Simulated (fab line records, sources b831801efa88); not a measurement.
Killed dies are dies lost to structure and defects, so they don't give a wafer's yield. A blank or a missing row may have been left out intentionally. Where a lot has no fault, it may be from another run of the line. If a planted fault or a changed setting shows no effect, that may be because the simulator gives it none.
Chamber matching + flow sfqLine + 4 sister chambers for SFQ_TRILAYER_I0_CMP_CMP_028 on cmp-02
The step polishes SiO2. 4 wafers are shown with their chamber, then 7 later ones without.

== EACH WAFER AND ITS CHAMBER ==
| wafer  | chamber | motorCurrentA (A) |
|--------|---------|-------------------|
| L380.1 | 3       | 11.1              |
| L380.6 | 1       | 9.6               |
| L382.1 | 0       | 9.6               |
| L382.5 | 2       | 8.4               |

== WAFERS MISSING THEIR CHAMBER ==
| wafer  | motorCurrentA (A) |
|--------|-------------------|
| L382.6 | 9.5               |
| L393.1 | 11.6              |
| L393.2 | 9.8               |
| L393.5 | 9.6               |
| L395.1 | 8.5               |
| L395.5 | 9.8               |
| L395.6 | 9.8               |

== CHAMBER TAKEN BY EACH ==
| wafer  | from the rows above     | in truth |
|--------|-------------------------|----------|
| L382.6 | can't be placed: 0 or 1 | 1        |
| L393.1 | 3                       | 3        |
| L393.2 | can't be placed: 0 or 1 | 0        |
| L393.5 | can't be placed: 0 or 1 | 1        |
| L395.1 | 2                       | 2        |
| L395.5 | can't be placed: 0 or 1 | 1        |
| L395.6 | can't be placed: 0 or 1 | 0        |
Correctly placed: 2 of 7. These rows do not allow placing 5 (true chamber among the candidates in 5). Number placed wrongly: 0.
How it was worked out, from the rows above alone: a wafer's distance from a chamber is the root of the sum, over the readings, of the square of ((its reading less the chamber's mean) divided by the reading's scatter). The wafer belongs to the nearest chamber; if the next one is less than 2 further off, it can't be placed. For every chamber, the mean is computed from those of its wafers that are shown. The scatter: root of mean squared gap, hidden wafer to nearest shown wafer, with one shown wafer a chamber.
